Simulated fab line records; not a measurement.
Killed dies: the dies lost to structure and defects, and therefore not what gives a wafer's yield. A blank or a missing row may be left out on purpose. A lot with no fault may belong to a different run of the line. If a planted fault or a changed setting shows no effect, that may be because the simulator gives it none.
Struck lot and sound lot, side by side | flow sky130 | 44 out of 708 route steps
Sound: these wafers, L605.3, L605.4, L605.6. Wafers struck: L619.1, L619.4, L619.5. The cause is named last.
For every step that has rows: the tool of each side, followed by ch and its chambers, followed by its first start. Under that, the readings that differ: sound wafers | struck wafers | difference of the means | sigmas: that difference in standard deviations of wafers without a fault.
alike: a reading whose means differ by less than 2 such deviations, as well as words and numbers matching on both sides. not compared: withheld readings; readings where some wafer has no value; bounds like >300 that might hide an equal value; numbers whose values overlap and for which the record gives no deviation.
The two part at a step that has a row with sigmas, a row that says differs or no value, or rows on one side only. Non-overlapping numbers with no deviation appear without sigmas and do not part them. A reading that every wafer of one side lacks parts them only if that side has two wafers or more.

first, 2 steps without rows for these wafers: SKY_VIA2_CLEAN_18 (cleans in IPA, time 180 s); SKY_VIA2_CLEAN_19 (cleans in O3/DIW).
SKY_VIA2_SPUTTER_20: material TiN, target thk 20 nm, time 80 s.
  sound: pvd-sputter-01 at day 37 12:43; struck: pvd-sputter-03 at day 42 03:13
  alike: throttle-valve-pct
then, 1 step without rows for these wafers: SKY_VIA2_CVD_21 (deposits W, target thk 420 nm, time 126.4 s).
SKY_VIA2_RS_MEAS_22: measures by four-point-probe.
  sound: film-metro-03 at day 37 12:56; struck: film-metro-04 at day 42 03:25
  alike: VIA2_W_RS
SKY_VIA2_THK_MEAS_23: measures by xrf.
  sound: film-metro-03 at day 37 13:02; struck: film-metro-04 at day 42 03:32
  alike: VIA2_W_THK
SKY_VIA2_CMP_24: polishes, stops on SiO2, t overpolish 20 s, target thk 0 nm.
  sound on cmp-01 ch 0,3, day 37 13:05; struck on cmp-02 ch 0,2, day 42 03:35
  alike: motor-current-A, overpolish-run-s, time-to-endpoint-s
then, 3 steps without rows for these wafers: SKY_METAL3_SPUTTER_00 (material Ti, target thk 15 nm, time 10 s); SKY_METAL3_SPUTTER_01 (material TiN, target thk 20 nm, time 16.7 s); SKY_METAL3_SPUTTER_02 (material AlCu, target thk 735 nm, time 39.1 s).
SKY_METAL3_SPUTTER_03: material Ti, target thk 5 nm, time 3.3 s.
  sound: pvd-sputter-04 at day 37 13:28; struck: pvd-sputter-04 at day 42 03:58
  alike: throttle-valve-pct
SKY_METAL3_SPUTTER_04: material TiN, target thk 70 nm, time 58.3 s.
  sound: pvd-sputter-04 at day 37 13:29; struck: pvd-sputter-04 at day 42 03:59
  alike: throttle-valve-pct
SKY_CAPM_CVD_00: deposits SiO2, target thk 15.5 nm.
  sound on pecvd-04 ch 0,2, day 37 13:32; struck on pecvd-01 ch 0,2, day 42 04:02
  reading            | sound             | struck            | difference | sigmas
  rf-fwd-power-W (W) | 439.6 438.4 439.2 | 509.6 515.1 510.5 | +72.7      | +35
  alike: heater-power-w
  not compared: model.SiO2_of_CAPM_CVD_00.thk-nm
SKY_CAPM_THK_MEAS_01:
  sound: film-metro-01 at day 37 13:35; struck: film-metro-02 at day 42 04:04
  alike: CAPM_CVD_00_THK
then, 1 step without rows for these wafers: SKY_CAPM_SPUTTER_02 (material TiN, target thk 200 nm, time 166.7 s).
SKY_CAPM_RS_MEAS_03: measures by four-point-probe.
  sound: film-metro-04 at day 37 13:46; struck: film-metro-04 at day 42 04:14
  alike: CAPM_TIN_RS
SKY_CAPM_THK_MEAS_04: measures by xrf.
  sound: film-metro-04 at day 37 13:52; struck: film-metro-04 at day 42 04:21
  alike: CAPM_TIN_THK
then, 7 steps without rows for these wafers: SKY_CAPM_DEHYDRATE_05 (time 60 s); SKY_CAPM_HMDS_06 (prime time 60 s); SKY_CAPM_COAT_07 (resist thk 1140 nm); SKY_CAPM_SOFTBAKE_08 (time 60 s); SKY_CAPM_EXPOSE_09 (exposes mask CAPM, target cd 1000 nm); SKY_CAPM_PEB_10; SKY_CAPM_DEVELOP_11 (develop time 60 s).
SKY_CAPM_OVL_MEAS_12:
  sound: overlay-01 at day 38 14:58; struck: overlay-01 at day 43 02:46
  alike: CAPM_OVL
then, 13 steps without rows for these wafers: SKY_CAPM_METAL_ETCH_13 (etches TiN in Cl2/BCl3, stops on SiO2, target depth 220 nm, time 62.9 s); SKY_CAPM_STRIP_14 (strips in O2/N2); SKY_CAPM_STRIP_15 (strips in post etch residue remover, time 1200 s); SKY_CAPM_CLEAN_16 (cleans in IPA, time 180 s); SKY_CAPM_CLEAN_17 (cleans in O3/DIW); SKY_METAL3_DEHYDRATE_05 (time 60 s); SKY_METAL3_HMDS_06 (prime time 60 s); SKY_METAL3_COAT_07 (resist thk 60 nm); SKY_METAL3_COAT_08 (resist thk 1140 nm); SKY_METAL3_SOFTBAKE_09 (time 90 s); SKY_METAL3_EXPOSE_10 (exposes mask MM3, target cd 300 nm); SKY_METAL3_PEB_11; SKY_METAL3_DEVELOP_12 (develop time 60 s).
SKY_METAL3_CD_MEAS_13: the cd target is 300 nm.
  sound: cd-sem-01 at day 39 16:42; struck: cd-sem-01 at day 44 02:13
  alike: cd-nm
SKY_METAL3_OVL_MEAS_14:
  sound: overlay-02 at day 39 16:47; struck: overlay-02 at day 44 02:20
  reading         | sound   | struck  | difference | sigmas
  METAL3_OVL (nm) | 10 14 8 | -2 4 -4 | -11        | -2
SKY_METAL3_DESCUM_15: chemistry O2, time 8 s.
  sound on rie-metal-04 ch 0,1, day 39 16:50; struck on rie-metal-02 ch 0,1, day 44 02:22
  alike: drypump-motor-current-A, oes-product-au
  not compared: rf-hours-counter-h
then, 1 step without rows for these wafers: SKY_METAL3_ETCH_16 (etches BARC in N2/H2, stops on SiO2, time 88.2 s, target depth 60 nm).
SKY_METAL3_ETCH_17: etches SiO2 in C4F8/O2/Ar, stops on TiN, time 3.9 s, target depth 15 nm.
  sound on rie-diel-01 ch 0,1, day 39 16:56; struck on rie-diel-01 ch 2,3, day 44 02:29
  alike: oes-product-au
  not compared: rf-hours-counter-h, model.etch.depth-nm
-- the record jumps here: 6 days lie between the struck wafers' starts before and after (it left off in module METAL3 and takes up again in module PAD_OPEN, whose first step shown is number 708 of the route) --
SKY_PAD_OPEN_PROBE_99:
  sound: prober-01 at day 46 17:40; struck: prober-01 at day 50 04:39
  alike: defect-limited-yield, killed_at_M0_to_M3, killed_at_M4_up, killed-at-contacts, killed-at-front-end, killed-at-other, killed-dies, killed-open, killed-short, sort_bin_3_pad_short, sort_bin_5_function, sort_bin_6_memory, sort-n-pass, sort-yield-pct
  not compared: model.etest.cap-mim.bv-v, model.etest.cap-mim.c-ff-um2

== WHERE THEY PART ==
Last at SKY_METAL3_OVL_MEAS_14 as far as this record goes, first at SKY_CAPM_CVD_00. Later steps at which nothing parts them and some readings are alike: SKY_METAL3_DESCUM_15, SKY_METAL3_ETCH_17, SKY_PAD_OPEN_PROBE_99.

WHY: whatever the simulator had introduced
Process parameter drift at SKY_CAPM_CVD_00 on pecvd-01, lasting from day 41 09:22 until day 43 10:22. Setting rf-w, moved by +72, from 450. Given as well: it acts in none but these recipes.
